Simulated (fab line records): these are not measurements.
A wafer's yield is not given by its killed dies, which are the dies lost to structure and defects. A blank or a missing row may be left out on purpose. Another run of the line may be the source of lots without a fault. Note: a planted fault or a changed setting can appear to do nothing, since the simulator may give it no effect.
One fault seen from 2 desks | flow sky130 | only its own numbers are on each desk; what lay behind them is given at the end

== THE TOOL OWNER'S DESK: implanter-03 ==
The tool's own readings at SKY_SONOS_TUNNEL_IMPLANT_09: means of the sampled wafers that have a number, for each lot that ran on this tool. If a lot's mean is further than 4 standard deviations from the usual mean, the lot is out of limits and carries the mark OUT (the distance appears in the brackets).
Columns: A = beam_on_s at SKY_SONOS_TUNNEL_IMPLANT_09, usual 9.99 s; B = faraday_current_uA at SKY_SONOS_TUNNEL_IMPLANT_09, usual 5.64
lot  | first seen here | A               | B
L196 | day 11 09:10    | 10.16           | 5.55
L202 | day 13 06:57    | 10.12           | 5.57
L206 | day 14 14:34    | 10.29           | 5.46
L207 | day 14 23:50    | 9.89            | 5.69
L208 | day 15 09:13    | 10.09           | 5.61
L209 | day 15 13:31    | 9.84            | 5.72
L212 | day 17 06:13    | 9.26            | 6.18 (+4.5) OUT
L216 | day 17 22:22    | 8.83 (-5.3) OUT | 6.42 (+6.5) OUT
L217 | day 18 10:08    | 9.27            | 6.16 (+4.3) OUT
This desk finds L212, L216, L217 out of limits, L212 being first, at day 17 06:13 (faraday_current_uA at SKY_SONOS_TUNNEL_IMPLANT_09). Within limits: L196, L202, L206, L207, L208, L209.

== FROM THE METROLOGY DESK ==
What the gauges read for every lot (on any tool): the sampled wafers with a number, averaged. If a lot's mean is further than 4 standard deviations from the usual mean, the lot is out of limits and carries the mark OUT (the distance appears in the brackets).
Columns: A = VT_ADJUST_PCH_OVL at SKY_VT_ADJUST_PCH_OVL_MEAS_07, usual 0.2 nm; B = SONOS_TUNNEL_OVL at SKY_SONOS_TUNNEL_OVL_MEAS_08, usual 0.9 nm; C = SONOS_TUNNEL_TW at SKY_SONOS_TUNNEL_TW_MEAS_12, usual 197.1
lot  | first seen here | A    | B    | C
L196 | day 10 09:43    | 1.9  | 0.8  | 196.7
L198 | day 11 06:10    | 0.6  | 1.1  | 196.5
L199 | day 11 11:38    | 1.6  | 3.6  | 198.0
L200 | day 11 18:25    | -1.0 | -1.2 | 198.1
L202 | day 12 05:43    | -0.8 | 1.6  | 196.1
L205 | day 13 06:49    | 1.6  | 1.2  | 197.3
L206 | day 13 11:52    | -1.8 | -0.3 | 197.9
L207 | day 13 20:31    | 0.5  | -0.2 | 196.8
L208 | day 14 05:34    | -0.6 | -0.6 | 197.3
L209 | day 14 10:36    | 2.0  | 1.0  | 198.0
L212 | day 16 01:34    | 1.0  | 1.6  | 192.1 (-4.5) OUT
L216 | day 16 16:43    | -0.5 | -0.5 | 192.2 (-4.5) OUT
L217 | day 17 04:46    | -1.1 | 0.8  | 191.6 (-5.0) OUT
This desk's result: L212, L216, L217 out of limits, first on L212 (SONOS_TUNNEL_TW at SKY_SONOS_TUNNEL_TW_MEAS_12), day 17 06:38. Within limits: L196, L198, L199, L200, L202, L205, L206, L207, L208, L209.

== BROUGHT TOGETHER ==
The tool owner's desk had the chance to raise an alarm at day 17 06:13 on L212, L216, L217.
An alarm was possible from the metrology desk at day 17 06:38, on L212, L216, L217.
The lots listed all ran SKY_SONOS_TUNNEL_IMPLANT_09 on implanter-03.

== WHAT THE SIMULATOR PUT IN ==
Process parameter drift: implanter-03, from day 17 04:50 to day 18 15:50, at SKY_SONOS_TUNNEL_IMPLANT_09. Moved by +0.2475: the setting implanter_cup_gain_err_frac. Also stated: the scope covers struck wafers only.
Struck lots among those shown: L212, L216, L217.
Hours from the fault's start to each desk's first reading out of limits: the tool owner's desk, 1; the metrology desk, 2.
